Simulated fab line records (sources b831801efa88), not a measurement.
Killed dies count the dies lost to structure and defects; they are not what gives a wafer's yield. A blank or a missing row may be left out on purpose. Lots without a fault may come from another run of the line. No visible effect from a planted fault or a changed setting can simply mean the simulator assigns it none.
Split-lot study ; flow sky130 ; 23 wafers read across 5 lots, on a route 708 steps long

## SPLIT DETAILS
At SKY_VT_ADJUST_HVTP_COAT_02 (resist thk 1140 nm), the setting resist_thk_nm was moved away from the recipe's 1140 nm on 8 of the 23 wafers read, by +2.5% to +5.4%. All remaining wafers had this setting at the recipe value.

## FROM THE SPLIT TO THE READING: what the file shows between them, 4 steps
- SKY_VT_ADJUST_HVTP_SOFTBAKE_03: time 61.29 s
- SKY_VT_ADJUST_HVTP_EXPOSE_04: exposes mask HVTPM, target cd 380 nm
- SKY_VT_ADJUST_HVTP_PEB_05
- SKY_VT_ADJUST_HVTP_DEVELOP_06: develop time 60 s

## THE READING
Shown in nm: cd_nm at SKY_VT_ADJUST_HVTP_CD_MEAS_07, with target cd 380 nm. Fault-free wafers of this fab line usually give 380.1 nm, standard deviation 2.2 nm.

wafer;tool, chamber at the split;resist_thk_nm as run, nm;against the recipe;cd_nm, nm;against lot-mates on the recipe
L078.2;litho_track-01, 0;1140;recipe;379.2;-
L078.3;litho_track-01, 0;1140;recipe;381.7;-
L078.6;litho_track-01, 0;1140;recipe;380.8;-
L079.1;litho_track-03, 0;1168;+2.5%;378.6;-5.5
L079.2;litho_track-03, 0;1140;recipe;383.4;-
L079.4;litho_track-03, 0;1168;+2.5%;381.4;-2.8
L079.5;litho_track-03, 0;1140;recipe;384.9;-
L079.6;litho_track-03, 0;1168;+2.5%;381.3;-2.8
L080.1;litho_track-02, 0;1140;recipe;377.3;-
L080.2;litho_track-02, 0;1140;recipe;375.7;-
L080.4;litho_track-02, 0;1140;recipe;376.5;-
L080.5;litho_track-02, 0;1140;recipe;375.2;-
L080.6;litho_track-02, 0;1140;recipe;375.5;-
L081.1;litho_track-02, 0;1188;+4.2%;373.8;-5.0
L081.2;litho_track-02, 0;1140;recipe;378.2;-
L081.3;litho_track-02, 0;1188;+4.2%;373.1;-5.7
L081.4;litho_track-02, 0;1140;recipe;379.4;-
L081.5;litho_track-02, 0;1188;+4.2%;375.4;-3.4
L085.1;litho_track-02, 0;1202;+5.4%;374.1;-5.5
L085.2;litho_track-02, 0;1202;+5.4%;373.9;-5.7
L085.3;litho_track-02, 0;1140;recipe;380.4;-
L085.4;litho_track-02, 0;1140;recipe;379.0;-
L085.5;litho_track-02, 0;1140;recipe;379.3;-

THE FIT
A straight line over all 23 wafers: cd_nm changes by -0.903 nm for each +1% of resist_thk_nm; r = -0.56; the points scatter about the line by 2.8 nm.
The same after taking each lot's own level away (the mean of its wafers on the recipe; 23 wafers): -1.11 nm for each +1%; r = -0.92; scatter 0.98 nm.
On that fit, the largest move of resist_thk_nm shifts the reading by 6 nm.
From 376.04 to 384.15 nm: that is the span of the lots' own levels, equal to 3.7 times the standard deviation above.
So the lot-to-lot level blurs the effect unless lot-mates are compared.
Check: -6.31 nm against its lot-mates is what the line predicts for one of the wafers moved furthest among these (+5.4%) when that wafer is left out of the fit. Against them it came out at -5.47 nm.

## FURTHER SPLITS ON THESE WAFERS
Before the reading, these wafers also passed through other splits. Each is held against what the fit with the lots' levels taken away leaves over:
other split on the same wafers;wafers away from the commonest value;r with cd_nm (lot level and that fit taken away)
SKY_FIELD_ISO_OXIDATION_01 temp_c;18;+0.21
SKY_FIELD_ISO_OXIDATION_22 ox_time_s;15;-0.24
SKY_NWELL_OXIDATION_01 temp_c;15;+0.20
SKY_DNWELL_EXPOSE_04 dose_mj;5;+0.21
SKY_PWDE_IMPLANT_08 energy_kev;6;-0.10
SKY_NWELL_IMPLANT_13 energy_kev;5;+0.39
SKY_NWELL_SOFTBAKE_19 temp_c;8;+0.01
SKY_NWELL_IMPLANT_24 energy_kev;5;+0.19

## THE WHOLE CHAIN: every reading that the file lists as answering this split, in the file's order
step;what it does;reading;change (the file's fit);r (the file's)
SKY_VT_ADJUST_HVTP_COAT_02;resist thk 1140 nm;NOVOLAK_of_VT_ADJUST_HVTP_COAT_02.thk_nm (the simulator's own value, which no gauge read);+11.5 nm for each +1% of the setting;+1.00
SKY_VT_ADJUST_HVTP_CD_MEAS_07;target cd 380 nm;cd_nm;-1.11 nm for each +1% of the setting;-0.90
SKY_VT_ADJUST_HVTP_STRIP_10;strips in O2/N2;strip_time_to_endpoint_s;withheld for each +1% of the setting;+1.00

## THE FILE'S OWN FIT
cd_nm changes by -1.11 nm for each +1% of resist_thk_nm, r = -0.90.
